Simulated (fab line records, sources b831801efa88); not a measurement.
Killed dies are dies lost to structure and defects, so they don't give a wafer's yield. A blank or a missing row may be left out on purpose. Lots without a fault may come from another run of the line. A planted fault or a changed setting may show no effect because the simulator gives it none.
Which tool did it? | flow gf180mcu | 24 lots, 72 wafers sampled, at 1 step of a route of 602

WHAT THE GAUGES READ, wafer by wafer
GF_MVSD_OVL_MEAS_07.
lot  | measured     | on         | MVSD_OVL (nm)
L074 | day 4 10:08  | overlay-01 | 1.3 -3.0 -0.2
L075 | day 4 18:17  | overlay-01 | -0.4 -1.9 -1.6
L076 | day 4 22:34  | overlay-02 | 1.5 1.0 2.0
L077 | day 5 04:09  | overlay-02 | 0.3 1.1 1.0
L078 | day 5 09:29  | overlay-01 | -3.2 -2.7 -3.7
L079 | day 5 13:59  | overlay-01 | 0.5 -0.5 -0.9
L080 | day 5 21:14  | overlay-01 | 0.1 0.6 0.1
L081 | day 6 07:52  | overlay-01 | -0.7 0.8 -0.7
L082 | day 6 11:44  | overlay-01 | 0.6 -1.2 -0.1
L083 | day 6 15:42  | overlay-01 | -0.6 -0.2 -3.5
L084 | day 6 19:19  | overlay-01 | -1.3 0.0 0.3
L085 | day 7 02:36  | overlay-01 | 0.1 -2.6 -0.8
L086 | day 7 07:11  | overlay-01 | 0.4 2.1 0.1
L087 | day 7 12:50  | overlay-01 | -0.2 -0.6 -1.5
L088 | day 7 18:51  | overlay-02 | 1.1 -1.4 -1.0
L089 | day 8 02:23  | overlay-01 | -2.4 -2.5 -1.8
L090 | day 8 05:17  | overlay-02 | -0.7 -0.4 -2.1
L091 | day 8 12:54  | overlay-01 | -3.9 -1.1 -3.5
L092 | day 8 23:53  | overlay-02 | -0.8 0.6 0.6
L093 | day 9 01:01  | overlay-01 | -1.6 -0.7 -2.5
L094 | day 9 09:21  | overlay-01 | -0.2 0.1 -0.6
L096 | day 9 20:08  | overlay-02 | 1.1 1.8 -1.3
L095 | day 9 20:50  | overlay-01 | -0.5 0.1 -0.7
L097 | day 10 00:44 | overlay-02 | -2.1 0.2 -1.7

WHICH TOOL RAN EACH LOT (tool, then ch and the chambers of the sampled wafers, then the start)
The record holds no process step before these readings.

WHAT THE TOOLS THEMSELVES READ (means of the sampled wafers that have a number; where no wafer has one, the mark that the record gives instead)
The record holds no such reading with a usual standard deviation.

THE ANSWER, worked out from the rows above alone
Rule: what is usual is taken from the lots themselves. Put in order of their means at a reading, lots are off if they are a third of the lots or fewer, leave a main group of 4 or more, and stand apart from it by a gap of 3 or more times the standard deviation of the main group's means; of several such gaps the widest counts. A main group whose means are all the same, to the digits that the tables above print for the reading, isn't used. A lot without any number at a reading at which 4 lots or more have one is off too. The other lots that the step has rows for count as sound. The gauges are gone through in route order, then the tools' own readings, and for those a lot's mean is taken as printed above. The first step at which some lot is off is used, and at that step the reading that is off furthest; a lot without a number counts as furthest.
No lot is off at any reading shown: from this, nothing can be told.

WHAT THE SIMULATOR HAD PUT IN
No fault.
